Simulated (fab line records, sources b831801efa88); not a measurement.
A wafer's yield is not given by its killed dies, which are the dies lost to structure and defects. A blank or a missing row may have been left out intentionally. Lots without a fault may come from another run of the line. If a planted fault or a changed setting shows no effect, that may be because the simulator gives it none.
fab line records	flow sky130
record lots=24	wafers=72	last-day=50
route steps=708 shown CAPM@551 METAL3@564 VIA3@575 CAP2M@607 PAD_OPEN@701
lots with no fault: from the same line, run without faults
start-h: hours from the record's first day to the start of the lot's first wafer shown	wait-h: time in hours since the lot's previous step	" as in the row above	L1.1+2: a row that stands for several wafers	- no value, or no start was given	* or withheld: withheld	< > ~ a bound
route shown NAME@n: a module of which the file shows steps, and the number in the route of the first	usual: mean/standard deviation taken from wafers without a fault	same: alike in all rows	chamber/n: place in a boat	sites: the reading at each site	_std_site: their standard deviation	_edge_site: the outer-site mean with the inner-site mean subtracted	radius-mm: for every site, how far away it sits from the centre of the wafer	mask NAME#n: copy n	behind: the tool/chamber that last shaped the wafer	hold: why the lot was held/for how many hours/how that ended	device: whichever transistor did not switch (one of n, p or np)	end of line: the route-end tests of the same wafers	a step without rows: its recipe alone	killed: at the first sort, the dies lost to defects and structure; wafer yield is something else	map: a wafer's dies, x killed, . not, _ none there
set.NAME: setting as actually run; set.NAME@STEP: the setting as run at that earlier step	model.NAME: the simulator's own value behind a step, which no gauge read
steps of the route over a sample of lots; a table a step, a row a wafer
services: from which hour (start-h, from the record's first day; less than 0 if before it) a tool's chamber was out of use, for how many hours, and why
## steps
# step SKY_CAPM_STRIP_14
# recipe chemistry=O2/N2	power-w=1400	pressure-mtorr=1500	platen-temp-c=withheld	o2-flow-sccm=3000	n2-flow-sccm=300	overash-fraction=0.5
# usual drypump-motor-current-A=6.01/0.24	o2-flow-sccm=3000/8.5	oes-product-au=0.711/0.0043	strip-time-to-endpoint-s=12.62/0.052
lot.wafer	tool	chamber	start-h	wait-h	drypump-motor-current-A	o2-flow-sccm	oes-product-au	rf-hours-counter-h	strip-time-to-endpoint-s
L075.2	plasma-asher-02	1	883.63	0.1	5.52	2998	0.705	15	12.66
L075.3	"	1	"	"	5.53	2989	0.711	-	12.61
L075.6	"	0	"	"	6.37	3005	0.703	-	12.60
L074.1	plasma-asher-04	0	884.81	0.1	6.06	3006	0.703	108	12.66
L074.2	"	1	"	"	5.99	2981	0.710	108	12.69
L074.5	"	0	"	"	6.06	3008	0.709	-	12.75
L077.1	plasma-asher-03	0	897.33	0.1	6.16	3003	0.711	78	12.62
L077.2	"	1	"	"	5.96	2995	0.711	78	12.72
L077.3	"	0	"	"	6.15	2992	0.712	-	12.63
L076.1	plasma-asher-03	0	898.51	0.1	6.14	2981	0.718	78	12.57
L076.2	"	1	"	"	5.96	3002	0.703	78	12.61
L076.6	"	0	"	"	6.14	2979	0.714	-	12.55
L078.2	plasma-asher-03	1	906.01	0.1	5.96	2997	0.711	79	12.57
L078.4	"	0	"	"	6.16	2994	0.707	-	12.58
L078.5	"	1	"	"	5.96	3001	0.718	-	12.57
L079.2	plasma-asher-04	1	920.88	0.1	5.99	3007	0.708	112	12.66
L079.3	"	0	"	"	6.06	2992	0.711	-	12.65
L079.5	"	0	"	"	6.07	2997	0.707	-	12.68
L081.2	plasma-asher-03	1	926.28	0.1	5.94	3010	0.709	81	12.62
L081.4	"	0	"	"	6.17	3011	0.705	-	12.59
L081.5	"	1	"	"	5.93	2996	0.701	-	12.65
L080.3	plasma-asher-02	0	929.31	0.1	6.37	3002	0.718	-	12.69
L080.4	"	1	"	"	5.53	3011	0.704	-	12.61
L080.5	"	0	"	"	6.37	3000	0.716	-	12.73
L082.3	plasma-asher-03	0	934.41	0.1	6.12	3001	0.708	-	12.57
L082.4	"	1	"	"	5.97	2998	0.706	-	12.67
L082.6	"	1	"	"	5.99	3019	0.710	-	12.57
L083.1	plasma-asher-02	0	943.38	0.1	6.38	3000	0.710	21	12.61
L083.2	"	1	"	"	5.54	2995	0.718	21	12.61
L083.6	"	1	"	"	5.51	3011	0.709	-	12.63
L084.1	plasma-asher-02	1	949.73	0.1	5.52	2992	0.708	22	12.64
L084.4	"	1	"	"	5.52	3001	0.710	-	12.67
L084.6	"	1	"	"	5.53	2996	0.713	-	12.67
L085.4	plasma-asher-03	1	950.36	0.1	5.97	2995	0.719	-	12.67
L085.5	"	0	"	"	6.16	2998	0.721	-	12.55
L085.6	"	1	"	"	5.94	2997	0.709	-	12.64
L086.2	plasma-asher-04	0	964.72	0.1	6.06	3002	0.712	116	12.62
L086.4	"	0	"	"	6.06	3010	0.712	-	12.66
L086.5	"	0	"	"	6.09	2996	0.701	-	12.66
L087.1	plasma-asher-04	1	972.83	0.1	6.01	3003	0.714	117	12.68
L087.2	"	0	"	"	6.09	3009	0.705	117	12.54
L087.4	"	1	"	"	6.00	2992	0.708	-	12.64
L088.1	plasma-asher-02	0	983.88	0.1	6.35	3002	0.706	25	12.60
L088.3	"	0	"	"	6.36	2996	0.710	-	12.62
L088.5	"	1	"	"	5.52	3006	0.712	-	12.59
L089.1	plasma-asher-02	0	985.48	0.1	6.39	3001	0.704	25	12.56
L089.4	"	1	"	"	5.54	2994	0.713	-	12.54
L089.6	"	1	"	"	5.52	3006	0.714	-	12.59
L090.3	plasma-asher-04	1	992.62	0.1	5.98	3004	0.713	-	12.64
L090.4	"	0	"	"	6.06	2999	0.709	-	12.55
L090.5	"	0	"	"	6.06	3001	0.706	-	12.56
L091.4	plasma-asher-04	0	996.52	0.1	6.06	2999	0.712	-	12.61
L091.5	"	0	"	"	6.09	3006	0.710	-	12.69
L091.6	"	1	"	"	6.02	2991	0.708	-	12.68
L092.3	plasma-asher-02	0	997.61	0.1	6.38	3004	0.706	-	12.58
L092.4	"	1	"	"	5.53	3013	0.704	-	12.69
L092.6	"	0	"	"	6.36	3008	0.712	-	12.54
L093.1	plasma-asher-04	1	1006.63	0.1	6.00	3007	0.715	121	12.66
L093.4	"	1	"	"	6.01	3004	0.714	-	12.64
L093.5	"	0	"	"	6.07	3009	0.708	-	12.61
L094.3	plasma-asher-04	0	1008.27	0.1	6.06	3004	0.705	-	12.60
L094.5	"	0	"	"	6.05	3000	0.706	-	12.59
L094.6	"	1	"	"	6.00	3008	0.714	-	12.65
L095.3	plasma-asher-04	1	1012.07	0.1	6.02	3008	0.712	-	12.59
L095.4	"	0	"	"	6.04	2991	0.710	-	12.63
L095.5	"	1	"	"	6.01	3006	0.710	-	12.60
L096.1	plasma-asher-04	1	1019.03	0.1	6.04	2999	0.709	122	12.69
L096.3	"	0	"	"	6.07	3010	0.707	-	12.69
L096.4	"	1	"	"	6.04	3009	0.707	-	12.67
L097.1	plasma-asher-04	1	1029.73	0.1	6.02	3000	0.710	123	12.57
L097.2	"	0	"	"	6.07	2992	0.711	123	12.54
L097.3	"	1	"	"	5.99	2992	0.708	-	12.57
# step SKY_METAL3_OVL_MEAS_14
# usual METAL3_OVL=-1/5
lot.wafer	tool	chamber	start-h	wait-h	METAL3_OVL[nm]
L075.2	overlay-01	-	908.99	0.1	5
L075.3	"	-	"	"	6
L075.6	"	-	"	"	7
L074.1	overlay-01	-	909.86	0.1	-2
L074.2	"	-	"	"	3
L074.5	"	-	"	"	-3
L077.1	overlay-01	-	921.83	0.1	-2
L077.2	"	-	"	"	-1
L077.3	"	-	"	"	0
L076.1	overlay-02	-	923.96	0.1	0
L076.2	"	-	"	"	-1
L076.6	"	-	"	"	-1
L078.2	overlay-01	-	930.46	0.1	-2
L078.4	"	-	"	"	-5
L078.5	"	-	"	"	-5
L079.2	overlay-01	-	946.44	0.1	-1
L079.3	"	-	"	"	-2
L079.5	"	-	"	"	4
L081.2	overlay-02	-	950.59	0.1	6
L081.4	"	-	"	"	3
L081.5	"	-	"	"	7
L080.3	overlay-01	-	954.70	0.1	-7
L080.4	"	-	"	"	-10
L080.5	"	-	"	"	-2
L082.3	overlay-01	-	959.55	0.1	5
L082.4	"	-	"	"	2
L082.6	"	-	"	"	2
L083.1	overlay-02	-	968.33	0.1	-6
L083.2	"	-	"	"	-7
L083.6	"	-	"	"	-3
L084.1	overlay-01	-	975.01	0.1	-13
L084.4	"	-	"	"	-12
L084.6	"	-	"	"	-5
L085.4	overlay-01	-	975.60	0.1	1
L085.5	"	-	"	"	-1
L085.6	"	-	"	"	4
L086.2	overlay-01	-	989.89	0.1	0
L086.4	"	-	"	"	-4
L086.5	"	-	"	"	-8
L087.1	overlay-02	-	997.29	0.1	-1
L087.2	"	-	"	"	-1
L087.4	"	-	"	"	0
L088.1	overlay-02	-	1007.68	0.1	-8
L088.3	"	-	"	"	-11
L088.5	"	-	"	"	-11
L089.1	overlay-02	-	1009.18	0.1	2
L089.4	"	-	"	"	7
L089.6	"	-	"	"	1
L090.3	overlay-02	-	1016.70	0.1	0
L090.4	"	-	"	"	4
L090.5	"	-	"	"	-3
L091.4	overlay-02	-	1020.91	0.1	3
L091.5	"	-	"	"	1
L091.6	"	-	"	"	4
L092.3	overlay-01	-	1021.52	0.1	-3
L092.4	"	-	"	"	4
L092.6	"	-	"	"	4
L093.1	overlay-02	-	1029.93	0.1	-7
L093.4	"	-	"	"	-4
L093.5	"	-	"	"	0
L094.3	overlay-01	-	1032.45	0.1	9
L094.5	"	-	"	"	6
L094.6	"	-	"	"	11
L095.3	overlay-01	-	1036.39	0.1	1
L095.4	"	-	"	"	5
L095.5	"	-	"	"	1
L096.1	overlay-01	-	1043.28	0.1	-4
L096.3	"	-	"	"	-4
L096.4	"	-	"	"	-6
L097.1	overlay-02	-	1053.53	0.1	-2
L097.2	"	-	"	"	-4
L097.3	"	-	"	"	-6
# step SKY_VIA3_CMP_02
# recipe material=SiO2	down-force-psi=4	platen-rpm=60	pad-velocity-m-s=0.94248
# usual motor-current-A=11.9/1.4	slurry-flow-ml-min=150.0/0.47
lot.wafer	tool	chamber	start-h	wait-h	motor-current-A	slurry-flow-ml-min
L075.3	cmp-01	0	910.22	0.0	12.5	150.3
L075.2	"	3	"	"	12.5	150.5
L075.6	"	1	"	"	11.8	149.6
L074.2	cmp-02	3	911.32	0.1	11.0	150.4
L074.1	"	1	"	"	15.0	150.0
L074.5	"	3	"	"	10.8	149.7
L077.1	cmp-01	2	923.02	0.1	9.9	150.0
L077.2	"	3	"	"	12.7	150.2
L077.3	"	1	"	"	11.9	150.1
L076.2	cmp-02	3	925.22	0.1	10.6	150.8
L076.1	"	1	"	"	14.3	149.6
L076.6	"	3	"	"	10.4	151.1
L078.4	cmp-02	0	931.80	0.1	11.5	149.8
L078.2	"	1	"	"	14.0	149.8
L078.5	"	2	"	"	12.8	149.6
L079.3	cmp-02	0	947.62	0.0	11.5	149.4
L079.2	"	2	"	"	11.8	150.2
L079.5	"	0	"	"	10.9	150.0
L081.2	cmp-02	3	951.76	0.0	10.8	150.0
L081.4	"	2	"	"	12.4	149.8
L081.5	"	3	"	"	10.6	149.6
L080.4	cmp-01	3	955.92	0.1	12.3	150.3
L080.3	"	1	"	"	11.7	149.4
L080.5	"	3	"	"	12.8	149.9
L082.4	cmp-01	2	960.95	0.1	9.2	149.5
L082.3	"	3	"	"	13.0	149.8
L082.6	"	2	"	"	9.8	149.2
L083.2	cmp-02	2	969.57	0.1	11.9	150.1
L083.1	"	0	"	"	11.2	150.4
L083.6	"	2	"	"	12.9	149.6
L084.1	cmp-01	2	976.23	0.1	9.6	149.6
L084.4	"	0	"	"	12.7	150.3
L084.6	"	3	"	"	12.4	150.0
L085.4	cmp-01	3	976.92	0.2	12.7	150.2
L085.6	"	0	"	"	12.8	150.4
L085.5	"	1	"	"	12.0	150.3
L086.4	cmp-01	1	991.19	0.1	11.8	149.9
L086.2	"	2	"	"	9.5	150.0
L086.5	"	3	"	"	12.7	150.6
L087.2	cmp-01	3	998.53	0.1	13.0	150.1
L087.4	"	0	"	"	12.7	149.5
L087.1	"	1	"	"	11.7	149.9
L088.1	cmp-02	1	1008.86	0.1	14.6	148.9
L088.3	"	0	"	"	10.6	150.2
L088.5	"	2	"	"	13.1	149.8
L089.4	cmp-01	3	1010.36	0.0	12.4	149.3
L089.1	"	2	"	"	9.6	151.0
L089.6	"	3	"	"	12.6	149.5
L090.3	cmp-02	1	1018.02	0.1	13.8	149.7
L090.4	"	3	"	"	11.3	150.4
L090.5	"	0	"	"	10.6	149.9
L091.4	cmp-01	1	1022.14	0.0	12.3	150.4
L091.6	"	1	"	"	12.3	151.1
L091.5	"	2	"	"	10.6	150.0
L092.3	cmp-01	1	1023.09	0.3	11.3	149.6
L092.4	"	2	"	"	10.1	149.4
L092.6	"	1	"	"	11.9	149.3
L093.4	cmp-02	2	1031.11	0.0	12.2	149.6
L093.1	"	3	"	"	11.2	149.9
L093.5	"	3	"	"	11.3	149.7
L094.3	cmp-02	1	1033.73	0.1	14.5	150.9
L094.5	"	0	"	"	11.0	150.2
L094.6	"	1	"	"	14.9	150.8
L095.4	cmp-02	2	1037.56	0.0	12.6	150.5
L095.3	"	0	"	"	10.5	150.9
L095.5	"	3	"	"	10.8	150.6
L096.4	cmp-02	3	1044.46	0.0	10.4	150.4
L096.1	"	0	"	"	10.8	150.1
L096.3	"	1	"	"	14.6	149.7
L097.3	cmp-01	2	1054.79	0.1	9.8	149.6
L097.1	"	3	"	"	12.6	149.5
L097.2	"	0	"	"	12.7	150.1
# step SKY_CAP2M_THK_MEAS_04
# recipe thk-meas-gauge=xrf	reads=TiN_of_CAP2M_SPUTTER_02
# usual CAP2M_TIN_THK=199.3/2.2
lot.wafer	tool	chamber	start-h	wait-h	CAP2M_TIN_THK[nm]
L075.2	film-metro-01	-	936.99	0.1	204.1
L075.3	"	-	"	"	204.6
L075.6	"	-	"	"	203.3
L074.1	film-metro-01	-	937.93	0.1	202.0
L074.2	"	-	"	"	203.7
L074.5	"	-	"	"	201.0
L077.1	film-metro-01	-	950.08	0.1	193.3
L077.2	"	-	"	"	196.9
L077.3	"	-	"	"	198.4
L076.1	film-metro-03	-	951.85	0.1	195.9
L076.2	"	-	"	"	198.3
L076.6	"	-	"	"	199.5
L078.2	film-metro-01	-	958.13	0.1	200.0
L078.4	"	-	"	"	195.1
L078.5	"	-	"	"	195.9
L079.2	film-metro-03	-	974.48	0.1	200.5
L079.3	"	-	"	"	198.1
L079.5	"	-	"	"	200.0
L081.2	film-metro-03	-	978.47	0.1	198.3
L081.4	"	-	"	"	199.1
L081.5	"	-	"	"	202.1
L080.3	film-metro-04	-	982.72	0.1	197.6
L080.4	"	-	"	"	198.7
L080.5	"	-	"	"	199.6
L082.3	film-metro-03	-	987.10	0.1	202.3
L082.4	"	-	"	"	201.3
L082.6	"	-	"	"	198.4
L083.1	film-metro-04	-	995.40	0.1	196.3
L083.2	"	-	"	"	200.2
L083.6	"	-	"	"	196.4
L084.1	film-metro-01	-	1001.81	0.1	197.8
L084.4	"	-	"	"	198.4
L084.6	"	-	"	"	197.9
L085.4	film-metro-04	-	1002.59	0.1	199.3
L085.5	"	-	"	"	200.2
L085.6	"	-	"	"	198.9
L086.2	film-metro-03	-	1016.45	0.1	197.0
L086.4	"	-	"	"	198.8
L086.5	"	-	"	"	201.3
L087.1	film-metro-03	-	1024.70	0.1	202.2
L087.2	"	-	"	"	203.1
L087.4	"	-	"	"	200.6
L088.1	film-metro-01	-	1034.15	0.1	196.3
L088.3	"	-	"	"	198.1
L088.5	"	-	"	"	197.4
L089.1	film-metro-04	-	1035.65	0.1	199.8
L089.4	"	-	"	"	195.9
L089.6	"	-	"	"	194.7
L090.3	film-metro-01	-	1044.09	0.1	199.6
L090.4	"	-	"	"	199.3
L090.5	"	-	"	"	199.4
L091.4	film-metro-03	-	1047.58	0.1	201.2
L091.5	"	-	"	"	201.1
L091.6	"	-	"	"	197.9
L092.3	film-metro-04	-	1048.58	0.1	200.6
L092.4	"	-	"	"	201.2
L092.6	"	-	"	"	202.3
L093.1	film-metro-03	-	1056.65	0.1	198.9
L093.4	"	-	"	"	197.8
L093.5	"	-	"	"	197.3
L094.3	film-metro-03	-	1058.88	0.1	200.5
L094.5	"	-	"	"	201.3
L094.6	"	-	"	"	204.7
L095.3	film-metro-01	-	1062.68	0.1	200.2
L095.4	"	-	"	"	197.8
L095.5	"	-	"	"	197.8
L096.1	film-metro-03	-	1069.24	0.1	198.0
L096.3	"	-	"	"	200.4
L096.4	"	-	"	"	198.9
L097.1	film-metro-01	-	1078.35	0.1	199.4
L097.2	"	-	"	"	199.5
L097.3	"	-	"	"	202.1
# step SKY_CAP2M_OVL_MEAS_12
# usual CAP2M_OVL=0.8/1.7
lot.wafer	tool	chamber	start-h	wait-h	CAP2M_OVL[nm]
L075.2	overlay-01	-	961.55	0.1	2.0
L075.3	"	-	"	"	2.0
L075.6	"	-	"	"	2.1
L074.1	overlay-02	-	962.21	0.1	0.7
L074.2	"	-	"	"	0.5
L074.5	"	-	"	"	1.2
L077.1	overlay-02	-	974.82	0.1	0.5
L077.2	"	-	"	"	3.2
L077.3	"	-	"	"	2.2
L076.1	overlay-01	-	976.26	0.1	0.4
L076.2	"	-	"	"	-0.4
L076.6	"	-	"	"	-0.2
L078.2	overlay-02	-	982.53	0.1	0.9
L078.4	"	-	"	"	1.2
L078.5	"	-	"	"	1.6
L079.2	overlay-02	-	997.95	0.1	-2.9
L079.3	"	-	"	"	-2.1
L079.5	"	-	"	"	-2.7
L081.2	overlay-02	-	1001.17	0.1	0.1
L081.4	"	-	"	"	0.2
L081.5	"	-	"	"	1.1
L080.3	overlay-01	-	1005.18	0.1	3.8
L080.4	"	-	"	"	3.3
L080.5	"	-	"	"	4.9
L082.3	overlay-02	-	1010.68	0.1	-3.1
L082.4	"	-	"	"	-0.8
L082.6	"	-	"	"	-1.3
L083.1	overlay-02	-	1018.37	0.1	-0.9
L083.2	"	-	"	"	-2.0
L083.6	"	-	"	"	-2.4
L084.1	overlay-02	-	1025.27	0.1	-1.0
L084.4	"	-	"	"	-2.3
L084.6	"	-	"	"	-1.6
L085.4	overlay-01	-	1025.94	0.1	0.1
L085.5	"	-	"	"	-1.0
L085.6	"	-	"	"	1.3
L086.2	overlay-01	-	1039.88	0.1	-0.7
L086.4	"	-	"	"	1.1
L086.5	"	-	"	"	0.5
L087.1	overlay-01	-	1047.97	0.1	0.4
L087.2	"	-	"	"	0.3
L087.4	"	-	"	"	0.4
L088.1	overlay-02	-	1057.31	0.1	0.2
L088.3	"	-	"	"	0.0
L088.5	"	-	"	"	1.3
L089.1	overlay-01	-	1057.84	0.1	1.0
L089.4	"	-	"	"	1.6
L089.6	"	-	"	"	2.2
L090.3	overlay-01	-	1065.63	0.1	0.7
L090.4	"	-	"	"	1.8
L090.5	"	-	"	"	3.5
L091.4	overlay-02	-	1069.09	0.1	2.3
L091.5	"	-	"	"	2.7
L091.6	"	-	"	"	3.2
L092.3	overlay-01	-	1070.63	0.1	1.5
L092.4	"	-	"	"	-0.4
L092.6	"	-	"	"	1.4
L093.1	overlay-01	-	1078.27	0.1	3.1
L093.4	"	-	"	"	2.0
L093.5	"	-	"	"	3.4
L094.3	overlay-02	-	1080.32	0.1	-1.4
L094.5	"	-	"	"	-1.4
L094.6	"	-	"	"	-1.0
L095.3	overlay-02	-	1083.73	0.1	-0.7
L095.4	"	-	"	"	1.3
L095.5	"	-	"	"	1.7
L096.1	overlay-01	-	1090.37	0.1	1.4
L096.3	"	-	"	"	1.0
L096.4	"	-	"	"	-0.4
L097.1	overlay-01	-	1099.22	0.1	-0.4
L097.2	"	-	"	"	0.8
L097.3	"	-	"	"	1.9
# step SKY_PAD_OPEN_ETCH_07
# recipe chemistry=CF4/O2	target-depth-nm=725	stop-on=AlCu	source-w=800	bias-w=150	pressure-mtorr=150	cf4-flow-sccm=80	O2_flow_sccm=10	time-s=161.1
# usual drypump-motor-current-A=5.7/0.5	oes-product-au=0.975/0.007	throttle-valve-pct=5.963/0.0098
lot.wafer	tool	chamber	start-h	wait-h	drypump-motor-current-A	oes-product-au	rf-hours-counter-h	throttle-valve-pct
L075.2	rie-diel-02	2	1081.46	-	5.8	0.969	27	5.960
L075.3	"	1	"	"	6.2	0.975	17	5.959
L075.6	"	1	"	"	6.1	0.976	-	5.955
L074.1	rie-diel-04	0	1082.16	-	5.6	0.980	19	5.950
L074.2	"	3	"	"	5.7	0.983	4	5.963
L074.5	"	1	"	"	4.9	0.979	-	5.965
L077.1	rie-diel-03	0	1092.81	-	6.4	0.969	4	5.970
L077.2	"	3	"	"	5.9	0.967	11	5.964
L077.3	"	2	"	"	6.0	0.961	15	5.959
L076.1	rie-diel-03	1	1094.32	-	6.0	0.978	1	5.975
L076.2	"	3	"	"	5.9	0.969	11	5.963
L076.6	"	3	"	"	5.9	0.979	-	5.958
L078.2	rie-diel-03	1	1097.62	-	6.0	0.983	1	5.961
L078.4	"	3	"	"	5.9	0.971	11	5.982
L078.5	"	3	"	"	5.9	0.974	-	5.957
L079.2	rie-diel-04	3	1113.86	-	5.8	0.974	5	5.953
L079.3	"	2	"	"	4.8	0.983	20	5.966
L079.5	"	1	"	"	4.9	0.978	-	5.938
L081.2	rie-diel-04	2	1116.01	-	4.8	0.975	21	5.958
L081.4	"	0	"	"	5.6	0.976	20	5.958
L081.5	"	0	"	"	5.5	0.981	-	5.964
L080.3	rie-diel-04	3	1118.82	-	5.8	0.971	5	5.967
L080.4	"	0	"	"	5.6	0.982	21	5.976
L080.5	"	1	"	"	4.9	0.976	-	5.963
L082.3	rie-diel-03	2	1122.87	-	6.0	0.978	16	5.984
L082.4	"	1	"	"	6.0	0.984	2	5.983
L082.6	"	1	"	"	6.0	0.978	-	5.957
L083.1	rie-diel-04	3	1129.66	-	5.8	0.964	5	5.959
L083.2	"	2	"	"	4.7	0.980	21	5.965
L083.6	"	1	"	"	4.9	0.975	-	5.976
L084.1	rie-diel-04	1	1134.77	-	4.9	0.965	27	5.984
L084.4	"	3	"	"	5.8	0.990	5	5.969
L084.6	"	0	"	"	5.6	0.974	-	5.962
L085.4	rie-diel-02	2	1136.17	-	5.8	0.975	30	5.977
L085.5	"	2	"	"	5.8	0.974	-	5.977
L085.6	"	1	"	"	6.2	0.957	-	5.954
L086.2	rie-diel-03	1	1146.37	-	6.0	0.970	3	5.961
L086.4	"	2	"	"	6.0	0.977	16	5.966
L086.5	"	2	"	"	6.0	0.985	-	5.966
L087.1	rie-diel-04	1	1154.27	-	4.9	0.970	27	5.961
L087.2	"	2	"	"	4.7	0.974	22	5.955
L087.4	"	3	"	"	5.8	0.971	6	5.969
L088.1	rie-diel-02	0	1160.56	-	6.0	0.970	16	5.959
L088.3	"	3	"	"	5.5	0.976	13	5.966
L088.5	"	2	"	"	5.8	0.985	-	5.964
L089.1	rie-diel-04	3	1161.51	-	5.8	0.968	7	5.962
L089.4	"	1	"	"	4.9	0.981	28	5.952
L089.6	"	1	"	"	4.9	0.973	-	5.967
L090.3	rie-diel-03	3	1168.21	-	5.9	0.976	14	5.954
L090.4	"	0	"	"	6.4	0.992	7	5.966
L090.5	"	3	"	"	5.9	0.984	-	5.956
L091.4	rie-diel-03	3	1171.87	-	5.9	0.968	14	5.965
L091.5	"	1	"	"	6.0	0.980	-	5.957
L091.6	"	2	"	"	5.9	0.985	-	5.952
L092.3	rie-diel-03	3	1172.22	-	5.9	0.972	15	5.952
L092.4	"	2	"	"	6.0	0.971	18	5.962
L092.6	"	2	"	"	6.0	0.982	-	5.951
L093.1	rie-diel-03	2	1176.71	-	6.0	0.965	18	5.951
L093.4	"	3	"	"	5.9	0.973	15	5.957
L093.5	"	0	"	"	6.4	0.974	-	5.960
L094.3	rie-diel-03	0	1179.31	-	6.4	0.988	8	5.954
L094.5	"	0	"	"	6.4	0.988	-	5.983
L094.6	"	3	"	"	5.9	0.984	-	5.972
L095.3	rie-diel-03	2	1180.67	-	6.0	0.979	18	5.949
L095.4	"	0	"	"	6.3	0.988	8	5.964
L095.5	"	2	"	"	6.0	0.976	-	5.978
L096.1	rie-diel-04	3	1187.02	-	5.7	0.970	7	5.967
L096.3	"	2	"	"	4.8	0.965	23	5.954
L096.4	"	0	"	"	5.5	0.973	23	5.967
L097.1	rie-diel-02	3	1194.67	-	5.4	0.972	14	5.976
L097.2	"	1	"	"	6.2	0.968	22	5.972
L097.3	"	0	"	"	6.0	0.972	18	5.960
## services
tool	chamber	start-h	hours	kind
cmp-02	-	887.40	0.2	repair
rie-diel-03	3	896.14	11.1	repair
plasma-asher-04	-	912.02	0.9	repair
cmp-02	-	912.48	4.0	pm
rie-diel-04	-	919.24	2.1	repair
cmp-01	-	924.23	5.0	repair
cmp-01	-	936.58	2.3	repair
cmp-01	-	942.03	5.7	pm
rie-diel-04	-	945.37	2.0	repair
cmp-01	-	948.46	5.9	pm
cmp-02	-	981.41	1.8	repair
rie-diel-03	0	1001.50	4.9	repair
cmp-01	-	1003.67	1.5	repair
cmp-02	-	1019.89	4.1	pm
plasma-asher-04	-	1025.51	3.9	repair
cmp-01	-	1041.54	1.9	repair
cmp-01	-	1047.89	4.3	repair
plasma-asher-04	-	1055.25	9.0	pm
cmp-01	-	1081.50	1.1	repair
cmp-01	-	1084.00	4.0	pm
cmp-01	-	1097.93	1.1	repair
rie-diel-03	2	1104.24	13.3	repair
cmp-02	-	1151.62	0.8	repair
cmp-02	-	1173.39	4.0	pm
## key
fault none
